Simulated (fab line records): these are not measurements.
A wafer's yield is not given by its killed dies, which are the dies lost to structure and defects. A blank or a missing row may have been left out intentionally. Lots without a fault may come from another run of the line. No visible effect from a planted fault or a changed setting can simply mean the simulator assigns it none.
A lot that was struck, set against a sound lot	flow gf180mcu	37 steps out of a route of 602
Sound: the wafers L611.1, L611.2, L611.5. Struck: wafers L603.2, L603.3, L603.5. The cause comes at the end.
At each step with rows: each side's tool, then ch and its chambers, then its first start. Under that, the readings that differ: sound wafers	struck wafers	difference of the means	sigmas: that difference in standard deviations of wafers without a fault.
alike: readings whose means differ by less than 2 such deviations, and words and numbers that are the same on both sides. not compared: withheld readings, readings that some wafer has no value for, bounds like >300 that may hide the same value, and numbers for which the record gives no deviation and whose values overlap.
The two part at a step that has a row with sigmas, a row that says differs or no value, or rows on one side only. Numbers that have no deviation but don't overlap get no sigmas and don't part them. A reading missing from all wafers of one side parts the sides only when that side holds two or more wafers.

first, 9 steps without rows for these wafers: GF_HV_LDD_EXPOSE_04 (exposes mask Nplus LV AREA, target cd 400 nm); GF_HV_LDD_PEB_05; GF_HV_LDD_DEVELOP_06 (develop time 60 s); GF_HV_LDD_IMPLANT_09; GF_HV_LDD_STRIP_10 (strips in O2/N2); GF_HV_LDD_DEHYDRATE_12 (time 60 s); GF_HV_LDD_HMDS_13 (prime time 60 s); GF_HV_LDD_COAT_14 (resist thk 1000 nm); GF_HV_LDD_SOFTBAKE_15 (time 60 s).
GF_HV_LDD_EXPOSE_16: exposes mask Pplus LV AREA, target cd 400 nm.
  sound on iline-stepper-02 ch 0, day 16 10:14; struck on iline-stepper-01 ch 0, day 13 23:56
reading	sound	struck	difference	sigmas
exposure-dose-mJ-cm2	140.11 139.89 139.77	126.72 126.61 126.78	-13.22	-88
  alike: mask
then, 2 steps without rows for these wafers: GF_HV_LDD_PEB_17; GF_HV_LDD_DEVELOP_18 (develop time 60 s).
GF_HV_LDD_CD_MEAS_19: target cd 400 nm.
  sound: cd-sem-02 at day 16 21:08; struck: cd-sem-02 at day 14 09:51
reading	sound	struck	difference	sigmas
cd-nm (nm)	399.6 399.1 399.4	373.4 373.3 373.3	-26.0	-10
then, 21 steps without rows for these wafers: GF_HV_LDD_IMPLANT_21; GF_HV_LDD_STRIP_22 (strips in O2/N2); GF_HV_LDD_DEHYDRATE_24 (time 60 s); GF_HV_LDD_HMDS_25 (prime time 60 s); GF_HV_LDD_COAT_26 (resist thk 1000 nm); GF_HV_LDD_SOFTBAKE_27 (time 60 s); GF_HV_LDD_EXPOSE_28 (exposes mask Nplus HV AREA, target cd 400 nm); GF_HV_LDD_PEB_29; GF_HV_LDD_DEVELOP_30 (develop time 60 s); GF_HV_LDD_IMPLANT_33; GF_HV_LDD_IMPLANT_34; GF_HV_LDD_IMPLANT_35; GF_HV_LDD_IMPLANT_36; GF_HV_LDD_STRIP_37 (strips in O2/N2); GF_HV_LDD_DEHYDRATE_39 (time 60 s); GF_HV_LDD_HMDS_40 (prime time 60 s); GF_HV_LDD_COAT_41 (resist thk 1000 nm); GF_HV_LDD_SOFTBAKE_42 (time 60 s); GF_HV_LDD_EXPOSE_43 (exposes mask Pplus HV AREA, target cd 400 nm); GF_HV_LDD_PEB_44; GF_HV_LDD_DEVELOP_45 (develop time 60 s).
-- the record jumps here: 12 days lie between the struck wafers' starts before and after (it left off in module HV_LDD and takes up again in module V3, whose first step shown is number 445 of the route) --
GF_V3_ETCH_16: etches BARC in N2/H2.
  sound on rie-diel-02 ch 0,2,3, day 28 18:49; struck on rie-diel-02 ch 0,3, day 26 12:19
  alike: drypump-motor-current-A, oes-product-au, throttle-valve-pct
  not compared: model.V3.cd-nm
GF_V3_ETCH_17: etches SiO2 in C4F8/O2/Ar, stops on TiN, target depth 635 nm.
  sound on rie-diel-02 ch 0,2,3; struck on rie-diel-02 ch 0,3
  alike: oes-product-au
  not compared: model.V3.cd-nm
after that, 1 step had no rows for these wafers: GF_PASSIVATION_PROBE_99.

== WHERE THEY PART ==
Last at GF_HV_LDD_CD_MEAS_19 as far as this record goes, first at GF_HV_LDD_EXPOSE_16. Later steps at which nothing parts them and some readings are alike: GF_V3_ETCH_16, GF_V3_ETCH_17.

WHY: whatever the simulator had introduced
Process parameter drift: iline-stepper-01, from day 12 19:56 on, at GF_HV_LDD_EXPOSE_16. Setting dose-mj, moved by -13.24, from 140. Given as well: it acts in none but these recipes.
